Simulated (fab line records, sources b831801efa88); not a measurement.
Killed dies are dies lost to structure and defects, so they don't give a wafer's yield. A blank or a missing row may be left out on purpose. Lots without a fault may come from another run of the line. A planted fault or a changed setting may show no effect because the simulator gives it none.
Tool commonality check | flow gf180mcu | 12 lots, 42 wafers sampled

WHY IT WAS OPENED
At GF_V2_RS_MEAS_24 the reading V2_W_RS is flagged on 2 of 12 lots. Wafers without a fault read 0.325 ohm/sq, standard deviation 0.005.
Rule: a lot is flagged when every wafer of it that has a number lies more than 4 standard deviations from that mean, or none has a number. The other lots count as sound.

lot  | measured     | on            | V2_W_RS (ohm/sq), wafer by wafer    | flag
L375 | day 20 02:47 | film_metro-03 | 0.326 0.327 0.324                   |
L376 | day 20 20:29 | film_metro-01 | 0.329 0.332 0.331                   |
L377 | day 21 03:55 | film_metro-03 | 0.326 0.331 0.334                   |
L380 | day 22 05:56 | film_metro-01 | 0.331 0.327 0.330                   |
L382 | day 23 01:16 | film_metro-01 | 0.327 0.326 0.329                   |
L384 | day 23 17:45 | film_metro-03 | 0.358 0.359 0.357 0.359 0.359 0.357 | FLAGGED
L385 | day 24 08:13 | film_metro-02 | 0.315 0.312 0.316                   |
L386 | day 24 11:04 | film_metro-01 | 0.363 0.361 0.357 0.362 0.361 0.356 | FLAGGED
L389 | day 25 13:40 | film_metro-02 | 0.320 0.322 0.318                   |
L396 | day 27 14:00 | film_metro-03 | 0.323 0.329 0.330                   |
L397 | day 27 23:01 | film_metro-02 | 0.332 0.324 0.324                   |
L398 | day 28 03:56 | film_metro-03 | 0.330 0.326 0.327                   |
The numbers of the flagged lots are 0.359 ohm/sq on average: +0.034 ohm/sq against the usual, or +7 standard deviations.

WHICH TOOL RAN EACH LOT
The record holds 1 process step before the reading, out of a route of 602 steps. In each cell: the tool, then ch and the chambers that the sampled wafers went through, then the start.
lot  | flag    | GF_V2_CVD_23
L375 |         | cvd_w-01 ch 0,1, day 20 02:40
L376 |         | cvd_w-01 ch 0,1, day 20 20:22
L377 |         | cvd_w-01 ch 1, day 21 03:47
L380 |         | cvd_w-01 ch 0,1, day 22 05:50
L382 |         | cvd_w-01 ch 0, day 23 01:04
L384 | FLAGGED | cvd_w-01 ch 1, day 23 17:31
L385 |         | cvd_w-02 ch 1, day 24 07:59
L386 | FLAGGED | cvd_w-01 ch 0,1, day 24 10:57
L389 |         | cvd_w-02 ch 0,1, day 25 13:33
L396 |         | cvd_w-01 ch 0,1, day 27 13:52
L397 |         | cvd_w-01 ch 0,1, day 27 22:53
L398 |         | cvd_w-01 ch 0,1, day 28 03:50
What these steps do:
- GF_V2_CVD_23: deposits W, target thk 350 nm, time 104.94 s.
- GF_V2_RS_MEAS_24: measures by four-point-probe.

FLAGGED OVER TOTAL, TOOL BY TOOL (the gauges that took the reading come last)
step             | tool          | lots run | flagged | share of the flagged lots | sound lots run after its first flagged lot
GF_V2_CVD_23     | cvd_w-01      | 10       | 2       | all                       | 3 (L396,L397,L398)
GF_V2_CVD_23     | cvd_w-02      | 2        | 0       | none                      | -
GF_V2_RS_MEAS_24 | film_metro-01 | 4        | 1       | some                      | 0
GF_V2_RS_MEAS_24 | film_metro-02 | 3        | 0       | none                      | -
GF_V2_RS_MEAS_24 | film_metro-03 | 5        | 1       | some                      | 2 (L396,L398)

WHAT THE TABLE ALLOWS
1 row of the table ran every flagged lot: cvd_w-01 at GF_V2_CVD_23.
- cvd_w-01 at GF_V2_CVD_23: 2 of its 10 lots flagged. Sound lots ran on it after the first flagged one (L396, L397, L398), which a lasting fault on the whole tool wouldn't allow.
No row of the table ran every flagged lot and no sound lot after the first.

WHAT THE SIMULATOR HAD PUT IN
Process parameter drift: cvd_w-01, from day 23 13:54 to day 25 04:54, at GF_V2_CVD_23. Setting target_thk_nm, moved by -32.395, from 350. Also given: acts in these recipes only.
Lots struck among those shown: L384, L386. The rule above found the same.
